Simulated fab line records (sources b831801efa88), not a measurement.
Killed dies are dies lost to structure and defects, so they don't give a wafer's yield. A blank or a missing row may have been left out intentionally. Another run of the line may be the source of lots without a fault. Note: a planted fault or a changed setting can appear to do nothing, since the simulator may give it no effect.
What tool caused it? | flow sky130 | 36 wafers from 12 lots sampled at 3 of the route's 708 steps

WHAT THE GAUGES SHOWED, per wafer
SKY_RES_PROTECT_TW_MEAS_08.
lot  | measured     | on            | POLY_GATE_TW
L968 | day 16 00:20 | film metro-03 | 4002 4009 3998
L969 | day 16 11:59 | film metro-04 | 4095 4102 4062
L971 | day 16 16:40 | film metro-04 | 4083 4068 4072
L973 | day 17 11:04 | film metro-01 | 4016 4033 4035
L976 | day 18 11:40 | film metro-04 | 4028 4019 4004
L977 | day 18 23:44 | film metro-04 | 4026 4039 4055
L982 | day 20 11:52 | film metro-01 | 3948 3958 3945
L985 | day 21 18:01 | film metro-01 | 3973 3975 3983
L987 | day 22 06:07 | film metro-01 | 3934 3955 3958
L988 | day 22 18:37 | film metro-03 | 3992 4009 3989
L989 | day 22 21:37 | film metro-01 | 3958 3978 3972
L990 | day 23 03:10 | film metro-04 | 4107 4117 4121

SKY_VIA1_RS_MEAS_22: uses a four-point probe to measure.
lot  | measured     | on            | VIA1_W_RS (ohm/sq)
L968 | day 34 23:41 | film metro-01 | 0.421 0.422 0.426
L969 | day 35 10:20 | film metro-04 | 0.427 0.434 0.427
L971 | day 35 12:38 | film metro-01 | 0.426 0.432 0.428
L973 | day 36 05:22 | film metro-01 | 0.423 0.425 0.431
L976 | day 37 05:18 | film metro-02 | 0.425 0.431 0.433
L977 | day 37 15:16 | film metro-01 | 0.434 0.427 0.437
L982 | day 38 18:40 | film metro-01 | 0.425 0.426 0.427
L985 | day 39 19:44 | film metro-02 | 0.438 0.428 0.433
L987 | day 40 06:19 | film metro-02 | 0.433 0.434 0.429
L988 | day 40 17:46 | film metro-02 | 0.440 0.426 0.425
L989 | day 40 20:23 | film metro-04 | 0.421 0.418 0.412
L990 | day 41 00:59 | film metro-02 | 0.434 0.429 0.431

WHICH TOOL RAN EACH LOT (tool, then ch and the chambers of the sampled wafers, then the start)
lot  | SKY_LDD_HVN_STRIP_09
L968 | plasma asher-02 ch 0,1, day 21 06:27
L969 | plasma asher-02 ch 0,1, day 21 20:02
L971 | plasma asher-02 ch 0,1, day 22 01:45
L973 | plasma asher-03 ch 0,1, day 22 19:15
L976 | plasma asher-02 ch 0, day 23 23:02
L977 | plasma asher-02 ch 0,1, day 24 09:11
L982 | plasma asher-02 ch 1, day 25 19:16
L985 | plasma asher-04 ch 1, day 26 23:43
L987 | plasma asher-03 ch 0,1, day 27 12:16
L988 | plasma asher-02 ch 0,1, day 28 01:32
L989 | plasma asher-03 ch 0,1, day 28 05:12
L990 | plasma asher-02 ch 0,1, day 28 07:14
- SKY_LDD_HVN_STRIP_09: strips in O2/N2.

WHAT THE TOOLS THEMSELVES READ (means of the sampled wafers that have a number; where no wafer has one, the mark that the record gives instead)
SKY_LDD_HVN_STRIP_09.
lot  | tool            | drypump motor current A (A) | n2 flow sccm (sccm) | oes product au (a.u.) | strip time to endpoint s (s)
L968 | plasma asher-02 | 5.9                         | 300.1               | 0.410                 | 4.161
L969 | plasma asher-02 | 5.8                         | 300.3               | 0.407                 | 4.114
L971 | plasma asher-02 | 5.8                         | 298.8               | 0.411                 | 4.130
L973 | plasma asher-03 | 6.4                         | 300.7               | 0.413                 | 4.123
L976 | plasma asher-02 | 5.7                         | 300.6               | 0.409                 | 4.134
L977 | plasma asher-02 | 5.8                         | 300.7               | 0.408                 | 4.171
L982 | plasma asher-02 | 6.1                         | 301.1               | 0.407                 | 4.166
L985 | plasma asher-04 | 5.2                         | 299.4               | 0.414                 | 4.147
L987 | plasma asher-03 | 6.4                         | 299.0               | 0.413                 | 4.151
L988 | plasma asher-02 | 5.8                         | 299.2               | 0.411                 | 4.148
L989 | plasma asher-03 | 6.4                         | 300.4               | 0.411                 | 4.120
L990 | plasma asher-02 | 5.8                         | 300.7               | 0.408                 | 4.157

THE ANSWER, worked out from the rows above alone
Rule: usual is defined by the lots themselves. The widest of any qualifying gaps counts: lots, ordered by their means at a reading, are off when they make up no more than a third of the lots, leave a main group of 4 or more, and stand apart from it by 3 or more times the standard deviation of that group's means. The tables above print the reading to a certain number of digits; a main group whose means all agree to those digits is not used. A lot without any number at a reading at which 4 lots or more have one is off too. All remaining lots with rows at the step are treated as sound. After the gauges, taken in route order, come the tools' own readings; for these a lot's mean is taken, as printed above. The first step at which some lot is off is used, and at that step the reading that is off furthest; a lot without a number counts as furthest.
None of the lots is off at any reading shown; this tells nothing.

WHAT THE SIMULATOR HAD INSERTED
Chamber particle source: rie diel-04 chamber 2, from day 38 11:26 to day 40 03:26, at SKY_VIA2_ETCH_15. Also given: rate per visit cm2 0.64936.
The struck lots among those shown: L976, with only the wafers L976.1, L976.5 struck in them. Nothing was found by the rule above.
